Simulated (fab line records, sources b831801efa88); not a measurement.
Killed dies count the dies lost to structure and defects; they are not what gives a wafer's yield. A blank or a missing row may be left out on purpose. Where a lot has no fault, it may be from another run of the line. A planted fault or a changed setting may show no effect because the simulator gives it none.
Which of the tools did it? -- flow gf180mcu -- route of 602 steps, sampled at 1 step: 12 lots, 36 wafers

## WHAT THE GAUGES READ, wafer by wafer
GF_LVPWELL_OVL_MEAS_07.
lot,measured,on,LVPWELL_OVL (nm)
L075,day 4 02:01,overlay-02,0.8 -0.1 -0.5
L077,day 4 13:56,overlay-01,-2.0 -1.2 -2.8
L079,day 5 00:23,overlay-02,-0.7 -1.2 0.3
L081,day 5 11:26,overlay-01,3.9 4.1 3.3
L083,day 6 00:49,overlay-02,4.2 1.8 1.6
L085,day 6 12:31,overlay-02,1.4 0.3 -0.4
L087,day 6 21:52,overlay-01,1.7 -0.1 0.7
L089,day 7 10:56,overlay-02,2.4 1.2 0.4
L091,day 7 20:23,overlay-01,1.0 -0.5 -0.9
L093,day 8 08:52,overlay-01,-2.2 -2.8 -2.4
L095,day 8 19:52,overlay-01,2.5 3.9 3.0
L097,day 9 05:47,overlay-01,-0.9 -0.1 1.3

## WHAT TOOL EACH LOT RAN ON (gives the tool, then ch and the chambers of the sampled wafers, and finally the start)
The record shows no process step preceding these readings.

## THE ANSWER, worked out from the rows above alone
Rule: the lots themselves supply what counts as usual. The widest of any qualifying gaps counts: lots, ordered by their means at a reading, are off when they make up no more than a third of the lots, leave a main group of 4 or more, and stand apart from it by 3 or more times the standard deviation of that group's means. The tables above print the reading to a certain number of digits; a main group whose means all agree to those digits is not used. A lot without any number at a reading at which 4 lots or more have one is off too. The other lots that the step has rows for count as sound.
None of the lots is off at any reading shown; this tells nothing.

## WHAT THE SIMULATOR PUT IN
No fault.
